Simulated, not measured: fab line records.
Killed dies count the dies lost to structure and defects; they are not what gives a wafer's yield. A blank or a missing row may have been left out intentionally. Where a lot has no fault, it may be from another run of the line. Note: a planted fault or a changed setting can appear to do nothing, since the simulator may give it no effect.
A lot that was struck, set against a sound lot || flow sky130 || 18 steps out of a route of 708
Sound: wafers L453.2, L453.4, L453.5. Struck: wafers L463.1, L463.2. (L463.6 of the same lot was not struck and is left out.) The cause comes at the end.
Each step with rows lists, per side, the tool, then ch with its chambers, then its first start. Under that, the readings that differ: sound wafers || struck wafers || difference of the means || sigmas: that difference in standard deviations of wafers without a fault.
alike: a reading whose means differ by less than 2 such deviations, as well as words and numbers matching on both sides. not compared: withheld readings; readings where some wafer has no value; bounds like >300 that might hide an equal value; numbers whose values overlap and for which the record gives no deviation.
Wherever a step has rows on one side only, a row that says differs or no value, or a row with sigmas, the two part there. When numbers do not overlap yet have no deviation, they are printed without sigmas and do not part them. Lack of a reading on every wafer of one side parts them only where that side has two or more wafers.

SKY_METAL5_STRIP_16: strips in O2/N2.
  sound on plasma asher-03 ch 0,1, day 44 11:21; struck on plasma asher-02 ch 0,1, day 46 22:27
  alike: drypump motor current A, oes product au, strip time to endpoint s
  not compared: rf hours counter h
then, 3 steps without rows for these wafers: SKY_METAL5_STRIP_17 (strips in post etch residue remover, time 1200 s); SKY_METAL5_CLEAN_18 (cleans in IPA, time 180 s); SKY_METAL5_CLEAN_19 (cleans in O3/DIW).
SKY_PASSIVATION_CVD_00: deposits SiO2, target thk 90 nm.
  sound on pecvd-02 ch 0,1,2, day 44 11:56; struck on pecvd-04 ch 0,1, day 46 23:05
  alike: heater power w
SKY_PASSIVATION_THK_MEAS_01:
  sound: film metro-04 at day 44 11:58; struck: film metro-02 at day 46 23:06
  alike: PASSIVATION_CVD_00_THK
SKY_PASSIVATION_CVD_02: deposits Si3N4, target thk 540 nm.
  sound on pecvd-04 ch 1,2, day 44 12:01; struck on pecvd-02 ch 1,2, day 46 23:10
  alike: heater power w
SKY_PASSIVATION_THK_MEAS_03:
  sound: film metro-01 at day 44 12:15; struck: film metro-02 at day 46 23:30
  alike: PASSIVATION_CVD_02_THK
then, 4 steps without rows for these wafers: SKY_PASSIVATION_DEHYDRATE_04 (time 60 s); SKY_PASSIVATION_HMDS_05 (prime time 60 s); SKY_PASSIVATION_COAT_06 (resist thk 3000 nm); SKY_PASSIVATION_SOFTBAKE_07.
SKY_PASSIVATION_EXPOSE_08: exposes mask NSM, target cd 3000 nm.
  sound on iline stepper-02 ch 0, day 45 00:09; struck on iline stepper-01 ch 0, day 47 09:41
  alike: mask
then, 2 steps without rows for these wafers: SKY_PASSIVATION_PEB_09; SKY_PASSIVATION_DEVELOP_10 (develop time 60 s).
SKY_PASSIVATION_ETCH_11: etches the open film in CF4/O2, stops on AlCu, target depth 725 nm, time 161.1 s.
  sound on rie diel-03 ch 1,2, day 45 10:13; struck on rie diel-02 ch 1,3, day 47 19:44
{"reading": "model.PASSIVATION.cd nm (nm)", "sound": "2997 3001 2999", "struck": "3072 3055", "difference": "+64", "sigmas": ""}
  alike: drypump motor current A, oes product au, throttle valve pct
  not compared: rf hours counter h
SKY_PASSIVATION_STRIP_12: strips in O2/N2.
  sound on plasma asher-02 ch 0,1, day 45 10:19; struck on plasma asher-03 ch 0,1, day 47 19:51
  alike: drypump motor current A, oes product au, strip time to endpoint s
  not compared: rf hours counter h
SKY_PAD_OPEN_PROBE_99:
  sound: prober-02 at day 46 09:19; struck: prober-02 at day 48 17:08
  alike: defect limited yield, killed_at_M0_to_M3, killed_at_M4_up, killed at contacts, killed at front end, killed at other, killed dies, killed open, killed short, sort_bin_3_pad_short, sort_bin_5_function, sort_bin_6_memory, sort n pass, sort yield pct

## WHERE THEY PART
Nowhere in this record.

WHY: what had been put in by the simulator
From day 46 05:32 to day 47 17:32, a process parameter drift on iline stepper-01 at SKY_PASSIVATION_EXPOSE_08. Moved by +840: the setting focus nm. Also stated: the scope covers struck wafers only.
